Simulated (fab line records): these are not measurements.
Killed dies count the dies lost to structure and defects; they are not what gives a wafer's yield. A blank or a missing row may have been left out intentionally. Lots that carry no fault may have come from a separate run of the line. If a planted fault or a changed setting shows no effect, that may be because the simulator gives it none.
Chamber matching    flow gf180mcu    GF_V1_CMP_26 on cmp-02: 4 sister chambers
The step polishes, stops on SiO2, t overpolish 15 s, target thk 0 nm. 4 wafers are shown with their chamber, then 12 later ones without.

## EACH WAFER AND ITS CHAMBER
wafer   chamber  motorCurrentA (A)
L089.4  3        10.4
L091.1  0        11.4
L091.3  1        13.2
L091.6  2        11.7

## WAFERS MISSING THEIR CHAMBER
wafer   motorCurrentA (A)
L091.2  11.4
L091.4  10.5
L091.5  12.5
L094.2  11.0
L094.5  13.1
L094.6  11.2
L096.3  12.9
L096.4  10.0
L096.5  10.7
L096.1  11.0
L096.2  10.9
L096.6  10.2

## CHAMBER TAKEN BY EACH
wafer   from the rows above           in truth
L091.2  can't be placed: 0 or 2       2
L091.4  3                             3
L091.5  can't be placed: 1 or 2 or 0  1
L094.2  can't be placed: 0 or 3 or 2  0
L094.5  1                             1
L094.6  can't be placed: 0 or 2 or 3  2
L096.3  1                             1
L096.4  3                             3
L096.5  can't be placed: 3 or 0 or 2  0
L096.1  can't be placed: 0 or 3 or 2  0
L096.2  can't be placed: 0 or 3 or 2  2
L096.6  3                             3
Placed correctly: 5 of 12. These rows do not allow placing 7 (true chamber among the candidates in 7). Number placed wrongly: 0.
How it was worked out, from the rows above alone: a wafer's distance from a chamber is the root of the sum, over the readings, of the square of ((its reading less the chamber's mean) divided by the reading's scatter). The wafer belongs to the nearest chamber; if the next one is less than 2 further off, it can't be placed. Each chamber's mean is taken over the wafers shown for it. The scatter (one wafer shown for each chamber): square how far every hidden wafer sits from the nearest shown wafer, average those squares and take the square root.
